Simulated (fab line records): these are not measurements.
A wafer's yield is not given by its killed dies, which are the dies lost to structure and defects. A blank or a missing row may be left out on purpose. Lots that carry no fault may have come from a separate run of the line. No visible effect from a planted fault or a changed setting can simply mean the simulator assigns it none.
fab line records ; flow sky130
[record] lots = 5; wafers = 15; lastDay = 50
route steps=708 shown RES_XHIGH@341 SD_N@342 PAD_OPEN@708
lots that met no fault: from a run of the same line without faults
startH: start of the lot's first displayed wafer, in hours after the record's first day ; waitH: hours since the lot's step before ; " as in the row above ; L1.1+2: a row that stands for several wafers ; - either no value or no given start ; * or withheld: withheld ; < > ~ a bound
route shown NAME@n: names a module that has steps shown in the file, with the first one's number in the route ; usual: mean and standard deviation over wafers with no fault ; same: alike in all rows ; chamber/n: place in a boat ; sites: per-site readings ; _std_site: standard deviation across them ; _edge_site: outer sites' mean less inner sites' ; radiusMm: for every site, how far away it sits from the centre of the wafer ; mask NAME#n: copy n ; behind: the last tool/chamber to shape the wafer ; hold: why the lot was held/for how many hours/how that ended ; device: the n, p or np transistor that did not switch ; end of line: tests run on the same wafers once the route is complete ; a step without rows: its recipe alone ; killed: the dies lost at the first sort to structure and to defects; this is not the yield of the wafer ; map: per-die view of a wafer (x killed, . not killed, _ where there is no die)
set.NAME: the setting that was run; set.NAME@STEP: the one run at that earlier step ; model.NAME: the simulator's own value behind a step, which no gauge read
lots at selected steps of the route; one table per step, one row per wafer
services: the hour from which a tool's chamber was out of use, counted from the record's first day as startH (under 0 if before that day), plus the number of hours and why
[[steps]]
[step SKY_RES_XHIGH_TW_MEAS_09]
[usual] RES_XHIGH_TW = 1635/18
lot.wafer;tool;chamber;startH;waitH;RES_XHIGH_TW
L725.1;filmMetro-04;-;620.47;0.1;1646
L725.2;filmMetro-04;-;620.47;0.1;1633
L725.4;filmMetro-04;-;620.47;0.1;1637
L734.1;filmMetro-03;-;700.23;0.1;1605
L734.2;filmMetro-03;-;700.23;0.1;1618
L734.3;filmMetro-03;-;700.23;0.1;1612
L737.3;filmMetro-01;-;724.34;0.1;1666
L737.4;filmMetro-01;-;724.34;0.1;1666
L737.5;filmMetro-01;-;724.34;0.1;1662
L738.2;filmMetro-04;-;732.07;0.1;1646
L738.3;filmMetro-04;-;732.07;0.1;1643
L738.4;filmMetro-04;-;732.07;0.1;1643
L747.1;filmMetro-04;-;798.56;0.1;1626
L747.4;filmMetro-04;-;798.56;0.1;1638
L747.5;filmMetro-04;-;798.56;0.1;1635
[step SKY_SD_N_DEHYDRATE_00]
[recipe] tempC = 200; timeS = 60
[step SKY_SD_N_HMDS_01]
[recipe] primeTimeS = 60; primeTempC = 120
[step SKY_SD_N_COAT_02]
[recipe] resist = NOVOLAK; spinRpm = 3000; resistThkNm = 1140
[step SKY_SD_N_SOFTBAKE_03]
[recipe] tempC = 90; timeS = 60; resist = NOVOLAK
[step SKY_SD_N_EXPOSE_04]
[recipe] maskId = NSDM; na = 0.6; sourceShape = conventional; sigmaOuter = 0.6; polarization = unpolarized; targetCdNm = 380; doseMj = 141
[step SKY_SD_N_PEB_05]
[recipe] tempC = withheld; timeS = *; resist = NOVOLAK
[step SKY_SD_N_DEVELOP_06]
[recipe] resist = NOVOLAK; developer = TMAH; developTimeS = 60; devTempC = 24.11
[step SKY_SD_N_CD_MEAS_07]
[recipe] targetCdNm = 380
[usual] cdNm = 379.6/2.8
lot.wafer;tool;chamber;startH;waitH;cdNm
L725.1;cdSem-02;-;648.83;0.1;377.3
L725.2;cdSem-02;-;648.83;0.1;376.4
L725.4;cdSem-02;-;648.83;0.1;377.6
L734.1;cdSem-01;-;728.16;0.1;380.6
L734.2;cdSem-01;-;728.16;0.1;381.2
L734.3;cdSem-01;-;728.16;0.1;380.6
L737.3;cdSem-01;-;751.45;0.1;374.6
L737.4;cdSem-01;-;751.45;0.1;379.1
L737.5;cdSem-01;-;751.45;0.1;378.1
L738.2;cdSem-02;-;758.70;0.1;384.7
L738.3;cdSem-02;-;758.70;0.1;385.1
L738.4;cdSem-02;-;758.70;0.1;383.9
L747.1;cdSem-01;-;825.22;0.1;377.4
L747.4;cdSem-01;-;825.22;0.1;379.5
L747.5;cdSem-01;-;825.22;0.1;376.4
[step SKY_SD_N_OVL_MEAS_08]
[usual] SD_N_OVL = -0.5/1.6
lot.wafer;tool;chamber;startH;waitH;SD_N_OVL[nm]
L725.1;overlay-02;-;648.95;0.1;1.5
L725.2;overlay-02;-;648.95;0.1;1.0
L725.4;overlay-02;-;648.95;0.1;1.1
L734.1;overlay-01;-;728.28;0.1;1.9
L734.2;overlay-01;-;728.28;0.1;1.4
L734.3;overlay-01;-;728.28;0.1;0.5
L737.3;overlay-01;-;751.55;0.1;-2.5
L737.4;overlay-01;-;751.55;0.1;-3.5
L737.5;overlay-01;-;751.55;0.1;-1.6
L738.2;overlay-02;-;758.81;0.1;0.3
L738.3;overlay-02;-;758.81;0.1;-1.2
L738.4;overlay-02;-;758.81;0.1;-0.9
L747.1;overlay-02;-;825.34;0.1;-1.2
L747.4;overlay-02;-;825.34;0.1;-1.8
L747.5;overlay-02;-;825.34;0.1;-0.5
[step SKY_SD_N_IMPLANT_09]
[recipe] species = As; energyKev = 50; doseCm2 = 4e+15; tiltDeg = 0
[step SKY_SD_N_IMPLANT_10]
[recipe] species = P; energyKev = 20; doseCm2 = 1e+14; tiltDeg = 0
[step SKY_SD_N_STRIP_11]
[recipe] chemistry = O2/N2; powerW = 1400; pressureMtorr = 1500; platenTempC = withheld; o2FlowSccm = 3000; n2FlowSccm = 300; overashFraction = 0.5
[usual] chamberPressureMTorr = 1500.2/1.5; drypumpMotorCurrentA = 5.6/0.31; oesProductAu = 0.527/0.0045; stripTimeToEndpointS = 22.56/0.046
lot.wafer;tool;chamber;startH;waitH;chamberPressureMTorr;drypumpMotorCurrentA;oesProductAu;rfHoursCounterH;stripTimeToEndpointS;model.NOVOLAK_of_SD_N_COAT_02.thkNm
L725.1;plasmaAsher-04;1;649.29;0.1;1498.5;6.1;0.527;97;22.58;0
L725.2;plasmaAsher-04;0;649.29;0.1;1501.8;5.7;0.523;97;22.56;0
L725.4;plasmaAsher-04;1;649.29;0.1;1500.1;6.2;0.534;-;22.55;0
L734.1;plasmaAsher-03;1;728.62;0.1;1497.8;5.3;0.529;56;22.59;0
L734.2;plasmaAsher-03;0;728.62;0.1;1500.5;5.9;0.526;56;22.65;0
L734.3;plasmaAsher-03;0;728.62;0.1;1499.4;5.9;0.518;-;22.62;0
L737.3;plasmaAsher-04;1;751.90;0.1;1499.7;6.1;0.530;-;22.65;0
L737.4;plasmaAsher-04;0;751.90;0.1;1501.1;5.7;0.525;-;22.61;0
L737.5;plasmaAsher-04;0;751.90;0.1;1501.7;5.7;0.536;-;22.59;0
L738.2;plasmaAsher-03;0;759.14;0.1;1498.8;5.9;0.505;59;-;531.7
L738.3;plasmaAsher-03;0;759.14;0.1;1499.0;5.9;0.511;-;-;530.2
L738.4;plasmaAsher-03;1;759.14;0.1;1501.0;5.3;0.501;-;-;530.9
L747.1;plasmaAsher-03;1;825.67;0.1;1499.5;5.2;0.532;66;22.53;0
L747.4;plasmaAsher-03;1;825.67;0.1;1502.8;5.3;0.532;-;22.49;0
L747.5;plasmaAsher-03;0;825.67;0.1;1498.3;5.9;0.517;-;22.53;0
[step SKY_SD_N_TW_MEAS_12]
[usual] SD_N_TW = 3986/50
lot.wafer;tool;chamber;startH;waitH;SD_N_TW
L725.1;filmMetro-01;-;649.39;0.1;4033
L725.2;filmMetro-01;-;649.39;0.1;4044
L725.4;filmMetro-01;-;649.39;0.1;4050
L734.1;filmMetro-04;-;728.72;0.1;3966
L734.2;filmMetro-04;-;728.72;0.1;3967
L734.3;filmMetro-04;-;728.72;0.1;3951
L737.3;filmMetro-01;-;751.99;0.1;3983
L737.4;filmMetro-01;-;751.99;0.1;3995
L737.5;filmMetro-01;-;751.99;0.1;3994
L738.2;filmMetro-01;-;759.25;0.1;4023
L738.3;filmMetro-01;-;759.25;0.1;4005
L738.4;filmMetro-01;-;759.25;0.1;3986
L747.1;filmMetro-03;-;825.77;0.1;3917
L747.4;filmMetro-03;-;825.77;0.1;3902
L747.5;filmMetro-03;-;825.77;0.1;3899
[step SKY_PAD_OPEN_PROBE_99]
[usual] killed_at_M0_to_M3 = 43/6.3; killed_at_M4_up = 3.1/1.9; killedAtContacts = 24/5.1; killedAtFrontEnd = 14/4.3; killedAtOther = 0.3/0.53; killedDies = 85/8.8; killedOnRim = 17/3.9; killedOpen = 46/7.1; killedShort = 38/5.9
[same] grossDies = 492; killedAtBackSide = 0
lot.wafer;tool;chamber;startH;waitH;hold;killed_at_M0_to_M3;killed_at_M4_up;killedAtContacts;killedAtFrontEnd;killedAtOther;killedDies;killedOnRim;killedOpen;killedShort
L725.1;prober-02;-;1078.78;0.1;-;32;2;18;17;0;69;13;39;30
L725.2;prober-02;-;1078.83;0.1;-;52;2;20;9;0;83;17;49;34
L725.4;prober-02;-;1078.93;0.2;-;36;1;19;11;0;67;14;34;33
L734.1;prober-01;-;1132.57;0.1;-;34;2;28;10;0;74;12;35;39
L734.2;prober-01;-;1132.62;0.1;-;38;0;23;14;1;76;20;37;39
L734.3;prober-01;-;1132.67;0.2;-;47;5;31;12;0;95;16;55;40
L737.3;prober-02;-;1148.48;0.2;-;38;0;24;8;0;70;15;37;32
L737.4;prober-02;-;1148.53;0.2;-;37;4;31;10;0;82;19;44;38
L737.5;prober-02;-;1148.58;0.2;-;40;4;25;20;1;90;11;49;41
L738.2;prober-01;-;1157.05;0.1;awaitDispo/4.4h/scrap;33;2;23;433;1;492;96;38;33
L738.3;prober-01;-;1157.10;0.2;awaitDispo/4.4h/scrap;43;4;28;417;0;492;96;51;36
L738.4;prober-01;-;1157.15;0.2;awaitDispo/4.4h/scrap;38;1;25;427;1;492;96;48;31
L747.1;prober-01;-;1198.62;0.1;-;41;3;27;13;0;84;14;53;31
L747.4;prober-01;-;1198.77;0.2;-;42;5;20;22;0;89;12;49;40
L747.5;prober-01;-;1198.82;0.2;-;50;4;16;20;0;90;15;46;44
// killed by level:class
L725.1 FIELD_ISO:geometricParticle:open=10 VIA1:geometricParticle:open=8 VIA3:geometricParticle:open=8 CONTACT:geometricParticle:short=6 METAL1:geometricParticle:short=5 LI_CONTACT:geometricParticle:open=5 FIELD_ISO:geometricParticle:short=4 METAL2:geometricParticle:short=4
L725.2 VIA1:geometricParticle:open=15 LI_CONTACT:geometricParticle:open=11 VIA3:geometricParticle:open=7 VIA1:geometricParticle:short=7 METAL3:geometricParticle:short=5 FIELD_ISO:geometricParticle:open=4 CONTACT:geometricParticle:short=4 CONTACT:geometricParticle:open=4
L725.4 CONTACT:geometricParticle:short=9 METAL2:geometricParticle:short=7 VIA1:geometricParticle:open=6 FIELD_ISO:geometricParticle:open=5 CONTACT:geometricParticle:open=5 FIELD_ISO:geometricParticle:short=4 METAL1:geometricParticle:open=4 VIA1:geometricParticle:short=4
L734.1 CONTACT:geometricParticle:open=8 CONTACT:geometricParticle:short=7 VIA1:geometricParticle:short=7 VIA3:geometricParticle:open=7 METAL1:geometricParticle:short=6 LI_CONTACT:geometricParticle:open=5 LOCAL_INTERCONNECT:geometricParticle:short=4 LI_CONTACT:geometricParticle:short=3
L734.2 VIA1:geometricParticle:open=8 LI_CONTACT:geometricParticle:open=7 CONTACT:geometricParticle:short=7 VIA3:geometricParticle:open=7 VIA1:geometricParticle:short=6 FIELD_ISO:geometricParticle:short=5 CONTACT:geometricParticle:open=5 METAL3:geometricParticle:short=5
L734.3 CONTACT:geometricParticle:open=14 METAL2:geometricParticle:short=11 VIA1:geometricParticle:open=8 VIA3:geometricParticle:open=8 VIA2:geometricParticle:open=6 CONTACT:geometricParticle:short=6 LI_CONTACT:geometricParticle:open=5 METAL1:geometricParticle:short=5
L737.3 VIA1:geometricParticle:open=11 CONTACT:geometricParticle:open=10 LI_CONTACT:geometricParticle:open=5 METAL2:geometricParticle:short=5 VIA3:geometricParticle:open=5 CONTACT:geometricParticle:short=4 METAL1:geometricParticle:short=4 VIA2:geometricParticle:open=4
L737.4 CONTACT:geometricParticle:open=13 METAL2:geometricParticle:short=8 CONTACT:geometricParticle:short=7 VIA2:geometricParticle:open=7 LI_CONTACT:geometricParticle:open=6 VIA1:geometricParticle:open=5 METAL4:geometricParticle:short=4 POLY_GATE:geometricParticle:open=3
L737.5 VIA1:geometricParticle:open=11 CONTACT:geometricParticle:open=9 FIELD_ISO:geometricParticle:open=7 POLY_GATE:geometricParticle:short=6 LOCAL_INTERCONNECT:geometricParticle:short=6 CONTACT:geometricParticle:short=5 LI_CONTACT:geometricParticle:open=5 METAL1:geometricParticle:open=4
L738.2 SD_N:areaRta=420 LOCAL_INTERCONNECT:geometricParticle:short=8 VIA1:geometricParticle:open=6 VIA3:geometricParticle:open=6 CONTACT:geometricParticle:open=6 METAL1:geometricParticle:short=6 LI_CONTACT:geometricParticle:open=5 VIA2:geometricParticle:open=5
L738.3 SD_N:areaRta=405 VIA1:geometricParticle:open=13 LI_CONTACT:geometricParticle:open=10 CONTACT:geometricParticle:open=9 VIA3:geometricParticle:open=8 VIA3:geometricParticle:short=5 METAL1:geometricParticle:short=4 METAL4:geometricParticle:short=4
L738.4 SD_N:areaRta=413 VIA1:geometricParticle:open=9 CONTACT:geometricParticle:open=9 LI_CONTACT:geometricParticle:open=8 VIA3:geometricParticle:open=6 FIELD_ISO:geometricParticle:open=5 LOCAL_INTERCONNECT:geometricParticle:short=5 POLY_GATE:geometricParticle:short=4
L747.1 CONTACT:geometricParticle:open=11 VIA1:geometricParticle:open=11 LI_CONTACT:geometricParticle:open=8 VIA2:geometricParticle:open=8 VIA3:geometricParticle:open=7 FIELD_ISO:geometricParticle:open=4 FIELD_ISO:geometricParticle:short=4 CONTACT:geometricParticle:short=4
L747.4 VIA1:geometricParticle:open=11 LI_CONTACT:geometricParticle:open=10 FIELD_ISO:geometricParticle:short=7 VIA1:geometricParticle:short=6 FIELD_ISO:geometricParticle:open=5 POLY_GATE:geometricParticle:open=5 CONTACT:geometricParticle:open=4 METAL1:geometricParticle:short=4
L747.5 VIA1:geometricParticle:open=10 FIELD_ISO:geometricParticle:open=9 VIA3:geometricParticle:open=9 CONTACT:geometricParticle:open=6 VIA3:geometricParticle:short=5 FIELD_ISO:geometricParticle:short=5 VIA2:geometricParticle:open=5 VIA2:geometricParticle:short=5
// map L738.2 (x killed, . not)
__________xxxxxxxxxx_________
________xxxxxxxxxxxxxx_______
______xxxxxxxxxxxxxxxxxx_____
_____xxxxxxxxxxxxxxxxxxxx____
____xxxxxxxxxxxxxxxxxxxxxx___
___xxxxxxxxxxxxxxxxxxxxxxxx__
__xxxxxxxxxxxxxxxxxxxxxxxxxx_
_xxxxxxxxxxxxxxxxxxxxxxxxxxxx
_xxxxxxxxxxxxxxxxxxxxxxxxxxxx
_xxxxxxxxxxxxxxxxxxxxxxxxxxxx
_xxxxxxxxxxxxxxxxxxxxxxxxxxxx
_xxxxxxxxxxxxxxxxxxxxxxxxxxxx
_xxxxxxxxxxxxxxxxxxxxxxxxxxxx
_xxxxxxxxxxxxxxxxxxxxxxxxxxxx
_xxxxxxxxxxxxxxxxxxxxxxxxxxxx
__xxxxxxxxxxxxxxxxxxxxxxxxxx_
___xxxxxxxxxxxxxxxxxxxxxxxx__
____xxxxxxxxxxxxxxxxxxxxxx___
_____xxxxxxxxxxxxxxxxxxxx____
______xxxxxxxxxxxxxxxxxx_____
________xxxxxxxxxxxxxx_______
__________xxxxxxxxxx_________
// map L734.3 (x killed, . not)
__________.......xx._________
________xx.....x.x...x_______
______..x.......x......._____
_____x............x......____
____...xx....x....x.......___
___x....x.....x.x......x...__
__...x..x.....x...x.x......x_
_....x...x....x.....xx.......
_...xx.....x....x..x.x.......
_x........x..x....x.xxx......
_........x.x.....x..........x
_..x.....xxx.....x....x....x.
_....x....xx....x.....x......
_.....x.....x..xx....x...xx..
_........x........x.....x....
__.............x............_
___.x....xx....x...x.x.....__
____x......x.xx.x.........___
_____x.....xx.x.xx..x.x..____
______...x........x..x.._____
________........x....._______
__________......x..._________
[[services]]
tool;chamber;startH;hours;kind
plasmaAsher-03;-;730.35;4.8;repair
plasmaAsher-04;-;733.75;9.0;pm
plasmaAsher-04;0;733.75;9.0;ventCycle
plasmaAsher-04;1;733.75;9.0;ventCycle
plasmaAsher-04;0;742.75;-;clean
plasmaAsher-04;1;742.75;-;clean
plasmaAsher-04;-;796.34;5.1;repair
[[key]]
[firstSign] step = SKY_SD_N_STRIP_11; reading = oesProductAu; direction = down; sigmas = 4.6; usual = 0.527; struck = 0.506
[effect] step = SKY_PAD_OPEN_PROBE_99; reading = killedAtFrontEnd; direction = up; sigmas = 96; usual = 14; struck = 426
[modelEffect] step = SKY_SD_N_STRIP_11; value = NOVOLAK_of_SD_N_COAT_02.thkNm; without = 0; struck = 530.9
[moreKillsBornAt] SKY_SD_N_RTA_14@rtpAnneal-02 = 1238
metAt SKY_SD_N_STRIP_11
struckWafers L738.2,L738.3,L738.4
testerLeftOut L738
onsetBetween 728.62 759.14
[fault] kind = stripAborted; tool = plasmaAsher-03; chamber = -; onsetH = 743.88; steps = SKY_SD_N_STRIP_11; offset = 0.57053; endH = 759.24
// testerLeftOut: of these lots the tester's yield and bins aren't shown, on N5 and GAA mostly nor the transistor test; their killed dies are dies lost to structure and defects alone, not to doping, threshold or leakage, so they don't give the yield
